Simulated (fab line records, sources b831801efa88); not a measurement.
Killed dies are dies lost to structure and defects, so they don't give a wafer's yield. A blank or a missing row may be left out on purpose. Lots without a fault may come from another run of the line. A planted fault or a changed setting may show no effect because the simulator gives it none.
Which tool did it? | flow sky130 | 12 lots, 36 wafers sampled, at 3 steps of a route of 708

WHAT THE GAUGES READ, wafer by wafer
SKY_VIA1_RS_MEAS_22: measures by four-point-probe.
lot  | measured     | on            | VIA1_W_RS (ohm/sq)
L075 | day 34 05:10 | film_metro-04 | 0.426 0.425 0.425
L077 | day 34 21:34 | film_metro-04 | 0.421 0.425 0.422
L079 | day 35 13:27 | film_metro-01 | 0.414 0.426 0.418
L081 | day 37 01:17 | film_metro-01 | 0.419 0.423 0.424
L083 | day 37 02:55 | film_metro-04 | 0.431 0.425 0.428
L085 | day 37 08:42 | film_metro-02 | 0.437 0.439 0.443
L087 | day 38 04:05 | film_metro-02 | 0.429 0.423 0.428
L089 | day 38 13:47 | film_metro-01 | 0.426 0.422 0.423
L091 | day 39 02:43 | film_metro-02 | 0.436 0.437 0.433
L093 | day 39 20:02 | film_metro-02 | 0.432 0.433 0.432
L095 | day 40 07:52 | film_metro-01 | 0.438 0.441 0.434
L097 | day 40 19:58 | film_metro-01 | 0.436 0.439 0.437

WHICH TOOL RAN EACH LOT (tool, then ch and the chambers of the sampled wafers, then the start)
lot  | SKY_FIELD_ISO_SOFTBAKE_09                    | SKY_CONTACT_ETCH_18
L075 | litho_track-02 ch 0, day 34 05:10 or earlier | rie_diel-01 ch 0,1,2, day 34 05:10 or earlier
L077 | litho_track-02 ch 0, day 34 21:34 or earlier | rie_diel-01 ch 0,1,3, day 34 21:34 or earlier
L079 | litho_track-01 ch 0, day 35 13:27 or earlier | rie_diel-01 ch 0,3, day 35 13:27 or earlier
L081 | litho_track-02 ch 0, day 37 01:17 or earlier | rie_diel-04 ch 0,3, day 37 01:17 or earlier
L083 | litho_track-02 ch 0, day 37 02:55 or earlier | rie_diel-01 ch 0,1,2, day 37 02:55 or earlier
L085 | litho_track-04 ch 0, day 37 08:42 or earlier | rie_diel-04 ch 0,2,3, day 37 08:42 or earlier
L087 | litho_track-04 ch 0, day 38 04:05 or earlier | rie_diel-04 ch 2,3, day 38 04:05 or earlier
L089 | litho_track-04 ch 0, day 38 13:47 or earlier | rie_diel-03 ch 1,2,3, day 38 13:47 or earlier
L091 | litho_track-04 ch 0, day 39 02:43 or earlier | rie_diel-04 ch 2,3, day 39 02:43 or earlier
L093 | litho_track-04 ch 0, day 39 20:02 or earlier | rie_diel-01 ch 0,1,2, day 39 20:02 or earlier
L095 | litho_track-02 ch 0, day 40 07:52 or earlier | rie_diel-04 ch 0,3, day 40 07:52 or earlier
L097 | litho_track-01 ch 0, day 40 19:58 or earlier | rie_diel-04 ch 1,2,3, day 40 19:58 or earlier
- SKY_FIELD_ISO_SOFTBAKE_09: time 92.29 s.
- SKY_CONTACT_ETCH_18: etches Si3N4 in CHF3/O2, stops on TiN, time 39 s, target depth 75 nm.

THE ANSWER, worked out from the rows above alone
Rule: what is usual is taken from the lots themselves. Put in order of their means at a reading, lots are off if they are a third of the lots or fewer, leave a main group of 4 or more, and stand apart from it by a gap of 3 or more times the standard deviation of the main group's means; of several such gaps the widest counts. A main group whose means are all the same, to the digits that the tables above print for the reading, isn't used. A lot without any number at a reading at which 4 lots or more have one is off too. The other lots that the step has rows for count as sound.
No lot is off at any reading shown: from this, nothing can be told.

WHAT THE SIMULATOR HAD PUT IN
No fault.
